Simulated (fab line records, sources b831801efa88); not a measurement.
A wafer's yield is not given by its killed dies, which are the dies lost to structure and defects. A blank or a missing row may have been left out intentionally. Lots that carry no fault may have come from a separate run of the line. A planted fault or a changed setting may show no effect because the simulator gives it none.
Matching of chambers + flow sky130 + cmp-01 running SKY_CONTACT_CMP_27: 4 sister chambers
The step polishes, stops on SiO2, t overpolish 15 s, target thk 0 nm. 14 wafers are shown with their chamber, then 7 later ones without.

== WAFERS, EACH WITH ITS CHAMBER ==
| wafer  | chamber | motor current A (A) | head pressure psi (psi) | overpolish run s (s) |
|--------|---------|---------------------|-------------------------|----------------------|
| L888.1 | 1       | 11.3                | 3.493                   | 14.997               |
| L888.5 | 3       | 10.8                | 3.508                   | 14.996               |
| L888.6 | 2       | 11.0                | 3.495                   | 15.000               |
| L889.1 | 1       | 11.7                | 3.497                   | 14.998               |
| L889.3 | 3       | 12.0                | 3.505                   | 14.991               |
| L889.5 | 1       | 12.0                | 3.495                   | 14.982               |
| L897.2 | 0       | 10.0                | 3.502                   | 15.001               |
| L897.4 | 3       | 12.1                | 3.484                   | 15.011               |
| L897.5 | 1       | 11.7                | 3.496                   | 14.993               |
| L902.1 | 2       | 11.4                | 3.499                   | 15.003               |
| L902.3 | 3       | 11.3                | 3.511                   | 15.005               |
| L902.6 | 1       | 11.4                | 3.497                   | 15.008               |
| L904.1 | 3       | 12.2                | 3.494                   | 15.003               |
| L904.2 | 0       | 9.7                 | 3.504                   | 14.999               |

SIGNATURES (means of the wafers above)
| reading           | chamber 0 | chamber 1 | chamber 2 | chamber 3 | scatter within a chamber |
|-------------------|-----------|-----------|-----------|-----------|--------------------------|
| motor current A   | 9.850     | 11.620    | 11.200    | 11.680    | 0.436                    |
| head pressure psi | 3.50300   | 3.49560   | 3.49700   | 3.50040   | 0.00723                  |
| overpolish run s  | 15.00000  | 14.99560  | 15.00150  | 15.00120  | 0.00777                  |
Rule: for each reading, subtract the chamber's mean from the wafer's reading, divide by that reading's scatter and square the result; add these up over the readings and take the root, which gives the wafer's distance from the chamber. The wafer belongs to the nearest chamber; if the next one is less than 2 further off, it can't be placed. The scatter is the square root of a quotient: the sum, over the shown wafers, of each reading's squared deviation from its chamber's mean, divided by wafers minus chambers.

== WAFERS WHOSE CHAMBER IS MISSING ==
| wafer  | motor current A (A) | head pressure psi (psi) | overpolish run s (s) |
|--------|---------------------|-------------------------|----------------------|
| L904.4 | 10.4                | 3.495                   | 14.999               |
| L906.1 | 9.9                 | 3.510                   | 15.009               |
| L906.2 | 11.7                | 3.501                   | 14.998               |
| L906.6 | 11.3                | 3.506                   | 14.982               |
| L907.1 | 9.5                 | 3.511                   | 14.992               |
| L907.2 | 11.4                | 3.508                   | 14.997               |
| L907.5 | 11.5                | 3.497                   | 15.003               |

== THE CHAMBER EACH PASSED THROUGH ==
| wafer  | from the rows above               | in truth |
|--------|-----------------------------------|----------|
| L904.4 | can't be placed: 0 or 2 or 1 or 3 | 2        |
| L906.1 | 0                                 | 0        |
| L906.2 | can't be placed: 3 or 1 or 2      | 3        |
| L906.6 | can't be placed: 1 or 3 or 2 or 0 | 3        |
| L907.1 | 0                                 | 0        |
| L907.2 | can't be placed: 3 or 2 or 1      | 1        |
| L907.5 | can't be placed: 3 or 2 or 1      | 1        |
2 of 7 placed correctly. These rows do not allow placing 5 (true chamber among the candidates in 5). Placed wrongly: 0.
